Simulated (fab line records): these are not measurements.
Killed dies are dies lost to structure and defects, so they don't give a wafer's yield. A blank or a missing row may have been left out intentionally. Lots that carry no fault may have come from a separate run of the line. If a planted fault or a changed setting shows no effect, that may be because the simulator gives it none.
Problem report, 8D (eight disciplines) form, completed by code	flow gf180mcu	the parts of the form that need people (team, actions taken, sign-off) are left out

## 1. PROBLEM STATEMENT
Wafers without a fault read 9.99 s, standard deviation 0.18; beam-on-s at GF_VT_IMPLANT_IMPLANT_08 reads a mean of 11.15 s on 3 wafers belonging to 3 lots. Measured from the usual mean, that is +6.5 standard deviations.
Seen first at day 10 12:58 on implanter-04, wafer L837.1. At this step, 18 wafers from 7 lots have a number in the record. By rule, "out" or "out of limits" means more than 4 standard deviations away from the usual mean. The rest of the wafers with a number are treated as sound.

## 2. WHAT IT IS AND WHAT IT IS NOT
question	is	is not
which readings at this step	beam-on-s, faraday-current-uA	-
which lots	L837, L839, L840	L825, L829, L830, L842
which wafers of those lots	L837.1, L839.1, L840.1	L837.3, L839.6, L840.3
read on which tools	implanter-04	implanter-01, implanter-03
when	from day 10 12:58	up to then (10 sound wafers); but 5 sound wafers of L839, L840, L842 came after

## 3. SUSPECTS, AND WHAT RULES EACH OUT
Counting: any tool at a process step up to the reading remains a suspect provided it ran every lot that is out. Sound lots after the first of them don't rule it out here, since some wafers of a struck lot are sound.
- plasma-asher-02 at GF_MVPSD_STRIP_10 (strips in O2/N2): kept. Every lot that is out went through it, the first being L837 (day 9 19:06); the last sound lot it ran before that was L830 (day 7 18:04).
- implanter-04 at GF_VT_IMPLANT_IMPLANT_08: kept. Every lot that is out went through it, the first being L837 (day 10 12:58); the last sound lot it ran before that was L825 (day 7 04:41). On those wafers its own readings are out: beam-on-s, faraday-current-uA.
Remaining after the count are plasma-asher-02 at GF_MVPSD_STRIP_10 and implanter-04 at GF_VT_IMPLANT_IMPLANT_08.

## 4. THE CAUSE (what the simulator had put in)
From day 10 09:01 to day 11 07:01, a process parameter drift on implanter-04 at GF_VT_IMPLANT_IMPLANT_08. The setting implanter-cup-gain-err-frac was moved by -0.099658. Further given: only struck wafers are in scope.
2 suspects survive the count, and this tool is in that group.

## 5. SEQUENCE OF EFFECTS, ordered by route
One row per reading whose mean, taken over the struck wafers that have a number, lies over 3 standard deviations from the usual. Only readings for which the record gives a usual standard deviation are gone through. hours: the time from each lot's start at the first step in this table that gives one to its start at this step, as a median over the lots. sigmas: the change in usual standard deviations.
hours	step	reading	usual	on struck wafers	change	sigmas
0	GF_VT_IMPLANT_IMPLANT_08	beam-on-s	9.99 s	11.15	+1.16	+6.5
0	GF_VT_IMPLANT_IMPLANT_08	faraday-current-uA	46.8	41.9	-4.9	-5.8
The process steps in it:
- GF_VT_IMPLANT_IMPLANT_08

## 6. HOW IT WOULD HAVE BEEN CAUGHT EARLIER
First out-of-limits reading in this record: day 10 12:58, which is 4 hours after fault onset at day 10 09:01.
